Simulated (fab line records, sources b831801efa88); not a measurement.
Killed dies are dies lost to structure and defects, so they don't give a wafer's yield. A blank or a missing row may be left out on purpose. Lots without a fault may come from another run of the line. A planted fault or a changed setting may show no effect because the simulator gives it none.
One fault seen from 2 desks | flow gf180mcu | each desk has only its own numbers; what lay behind them comes last

THE METROLOGY DESK
What the gauges read, lot by lot, whatever tool the lot ran on: means of the sampled wafers that have a number. A lot is out of limits, marked OUT, if its mean lies more than 4 standard deviations from the usual mean; the brackets give that distance.
Columns: A = V1_CVD_02_THK at GF_V1_THK_MEAS_03, usual 852 nm; B = M2_ALCU_THK at GF_M2_THK_MEAS_06, usual 451 nm
lot  | first seen here | A   | B
L179 | day 17 12:51    | 842 | 443
L180 | day 17 22:28    | 857 | 448
L183 | day 18 20:34    | 842 | 450
L187 | day 20 10:26    | 860 | 445
L188 | day 20 17:32    | 845 | -
L189 | day 20 22:35    | 851 | -
L192 | day 22 02:43    | 838 | 448
L193 | day 22 09:51    | 860 | 455
L194 | day 22 14:47    | 864 | 450
L195 | day 23 00:24    | 841 | 448
L196 | day 23 10:44    | 849 | 456
L198 | day 24 03:42    | 858 | 462
L199 | day 24 08:04    | 864 | 449
L200 | day 24 14:20    | 858 | 455
This desk's finding: nothing out of limits on any of the 14 lots.

THE TOOL OWNER'S DESK: plasma_asher-02
The tool's own readings at GF_V1_STRIP_18 (strips in O2/N2): means of the sampled wafers that have a number, for each lot that ran on this tool. A lot is out of limits, marked OUT, if its mean lies more than 4 standard deviations from the usual mean; the brackets give that distance.
Columns: A = chamber_pressure_mTorr at GF_V1_STRIP_18, usual 1499.9 mTorr; B = drypump_motor_current_A at GF_V1_STRIP_18, usual 5.7 A; C = heater_power_w at GF_V1_STRIP_18, usual 348 W; D = n2_flow_sccm at GF_V1_STRIP_18, usual 300.1 sccm; E = oes_product_au at GF_V1_STRIP_18, usual 0.592 a.u.
lot  | first seen here | A      | B   | C   | D     | E
L179 | day 18 12:11    | 1500.0 | 5.8 | 371 | 300.1 | 0.594
L180 | day 18 23:22    | 1499.8 | 5.9 | 368 | 300.6 | 0.589
L193 | day 23 10:41    | 1500.7 | 5.5 | 362 | 299.8 | 0.595
L195 | day 23 23:26    | 1499.4 | 5.8 | 359 | 300.7 | 0.590
L196 | day 24 09:11    | 1497.2 | 6.2 | 373 | 300.2 | 0.593
L198 | day 25 01:54    | 1499.9 | 5.8 | 370 | 299.7 | 0.592
L200 | day 25 12:30    | 1499.4 | 5.8 | 367 | 300.2 | 0.595
This desk's finding: nothing out of limits on any of the 7 lots.

PUT TOGETHER
The metrology desk saw nothing out of limits.
The tool owner's desk saw nothing out of limits.

WHAT THE SIMULATOR HAD PUT IN
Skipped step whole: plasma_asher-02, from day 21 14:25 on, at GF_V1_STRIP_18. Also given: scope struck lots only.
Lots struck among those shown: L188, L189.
